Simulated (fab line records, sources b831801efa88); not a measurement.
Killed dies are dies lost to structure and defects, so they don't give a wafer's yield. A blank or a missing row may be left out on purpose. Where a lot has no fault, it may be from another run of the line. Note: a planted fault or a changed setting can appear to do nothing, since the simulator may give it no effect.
Which tool is to blame? -- flow gf180mcu -- 18 wafers from 6 lots sampled at 3 of the route's 602 steps

WHAT THE GAUGES READ, wafer by wafer
GF_V3_THK_MEAS_01.
lot,measured,on,V3_CVD_00_THK (nm)
L868,day 21 17:40,film-metro-01,606 603 610
L870,day 22 16:14,film-metro-01,596 606 599
L874,day 23 23:16,film-metro-04,580 598 597
L877,day 25 08:37,film-metro-01,600 601 586
L879,day 26 13:50,film-metro-04,501 506 505
L890,day 29 02:24,film-metro-04,590 589 592

TOOL THAT RAN EACH LOT (tool first, then ch and the chambers of the sampled wafers, then the start)
lot,GF_V2_STRIP_18,GF_V3_CVD_00
L868,"plasma-asher-04 ch 0,1, day 20 15:01","hdpcvd-01 ch 0,2, day 21 17:34"
L870,"plasma-asher-03 ch 0,1, day 21 14:17","hdpcvd-02 ch 0,1,2, day 22 16:10"
L874,"plasma-asher-04 ch 0,1, day 22 22:22","hdpcvd-01 ch 0,1,2, day 23 23:11"
L877,"plasma-asher-04 ch 0,1, day 24 07:55","hdpcvd-01 ch 1,2, day 25 08:31"
L879,"plasma-asher-03 ch 0,1, day 25 13:50","hdpcvd-01 ch 0,1,2, day 26 13:46"
L890,"plasma-asher-03 ch 0,1, day 28 04:08","hdpcvd-02 ch 0,1,2, day 29 02:20"
- GF_V2_STRIP_18: strips in O2/N2.
- GF_V3_CVD_00: deposits SiO2, target thk 600 nm, time 100 s.

THE ANSWER, worked out from the rows above alone
Rule: the lots themselves supply what counts as usual. The widest of any qualifying gaps counts: lots, ordered by their means at a reading, are off when they make up no more than a third of the lots, leave a main group of 4 or more, and stand apart from it by 3 or more times the standard deviation of that group's means. The tables above print the reading to a certain number of digits; a main group whose means all agree to those digits is not used. A lot without any number at a reading at which 4 lots or more have one is off too. The other lots that the step has rows for count as sound.
Off: L879, seen at GF_V3_THK_MEAS_01 (V3_CVD_00_THK). Mean 597 nm and standard deviation 5.9 in the main group.
A tool fits if, at a process step before that reading, it ran every lot that is off, and no sound lot after the first of them. Gauges at GF_V3_THK_MEAS_01: tried the same way as those tools. One fits: hdpcvd-01 at GF_V3_CVD_00. A fault onset in the window from L877 (day 25 08:31, its last sound lot) to L879 (day 26 13:46, its first lot off) fits.

WHAT THE SIMULATOR HAD INSERTED
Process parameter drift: hdpcvd-01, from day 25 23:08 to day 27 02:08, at GF_V3_CVD_00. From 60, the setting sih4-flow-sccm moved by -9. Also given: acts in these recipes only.
Struck lots among those shown: L879. This agrees with what the rule above found.
